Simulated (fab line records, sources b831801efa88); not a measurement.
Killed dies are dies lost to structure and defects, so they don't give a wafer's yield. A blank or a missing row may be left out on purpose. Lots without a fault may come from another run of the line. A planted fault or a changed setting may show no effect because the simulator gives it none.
Which tool did it? | flow sky130 | 11 lots, 33 wafers sampled, at 3 steps of a route of 708

WHAT THE GAUGES READ, wafer by wafer
SKY_NWELL_RS_MEAS_29: measures by four-point-probe.
lot  | measured     | on            | NWELL_RS (ohm/sq)
L307 | day 5 05:47  | film_metro-04 | 625.3 625.9 624.9
L308 | day 5 15:43  | film_metro-02 | 624.2 624.7 623.6
L309 | day 5 23:49  | film_metro-02 | 621.6 622.4 620.6
L310 | day 6 01:25  | film_metro-01 | 622.5 623.0 622.4
L318 | day 8 01:44  | film_metro-04 | 615.3 614.7 613.4
L319 | day 8 09:53  | film_metro-02 | 612.4 612.4 612.4
L321 | day 8 23:41  | film_metro-01 | 623.5 623.4 622.8
L323 | day 9 10:07  | film_metro-01 | 626.0 624.3 625.0
L325 | day 10 00:26 | film_metro-02 | 624.4 623.6 625.7
L329 | day 11 00:29 | film_metro-04 | 626.3 624.2 626.4
L330 | day 11 02:46 | film_metro-04 | 622.8 622.4 621.7

WHICH TOOL RAN EACH LOT (tool, then ch and the chambers of the sampled wafers, then the start)
lot  | SKY_DNWELL_STRIP_08                 | SKY_NWELL_IMPLANT_12
L307 | plasma_asher-04 ch 0,1, day 3 02:41 | implanter-01 ch 0, day 4 11:44
L308 | plasma_asher-04 ch 0, day 3 11:41   | implanter-02 ch 0, day 4 21:08
L309 | plasma_asher-02 ch 0,1, day 3 17:29 | implanter-01 ch 0, day 5 04:11
L310 | plasma_asher-02 ch 0,1, day 3 19:52 | implanter-03 ch 0, day 5 06:33
L318 | plasma_asher-04 ch 0,1, day 5 14:50 | implanter-01 ch 0, day 7 05:09
L319 | plasma_asher-03 ch 1, day 5 22:32   | implanter-01 ch 0, day 7 13:27
L321 | plasma_asher-02 ch 0,1, day 6 10:50 | implanter-03 ch 0, day 8 03:14
L323 | plasma_asher-02 ch 0,1, day 6 21:08 | implanter-03 ch 0, day 8 13:11
L325 | plasma_asher-03 ch 0,1, day 7 09:44 | implanter-02 ch 0, day 9 02:37
L329 | plasma_asher-04 ch 0,1, day 8 07:38 | implanter-03 ch 0, day 10 02:10
L330 | plasma_asher-02 ch 0,1, day 8 09:11 | implanter-02 ch 0, day 10 03:50
- SKY_DNWELL_STRIP_08: strips in O2/N2.
- SKY_NWELL_IMPLANT_12

THE ANSWER, worked out from the rows above alone
Rule: what is usual is taken from the lots themselves. Put in order of their means at a reading, lots are off if they are a third of the lots or fewer, leave a main group of 4 or more, and stand apart from it by a gap of 3 or more times the standard deviation of the main group's means; of several such gaps the widest counts. A main group whose means are all the same, to the digits that the tables above print for the reading, isn't used. A lot without any number at a reading at which 4 lots or more have one is off too. The other lots that the step has rows for count as sound.
Off: L318, L319, at SKY_NWELL_RS_MEAS_29 (NWELL_RS). The main group: mean 623.8 ohm/sq, standard deviation 1.4.
A tool fits if, at a process step before that reading, it ran every lot that is off, and no sound lot after the first of them. The gauges at SKY_NWELL_RS_MEAS_29 are tried like those tools. One fits: implanter-01 at SKY_NWELL_IMPLANT_12. Its last sound lot is L309 (day 5 04:11), its first lot that is off L318 (day 7 05:09): a fault that began between those two fits.

WHAT THE SIMULATOR HAD PUT IN
Process parameter drift: implanter-01, from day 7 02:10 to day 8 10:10, at SKY_NWELL_IMPLANT_12. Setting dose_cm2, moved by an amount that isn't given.
Lots struck among those shown: L318, L319. The rule above found the same.
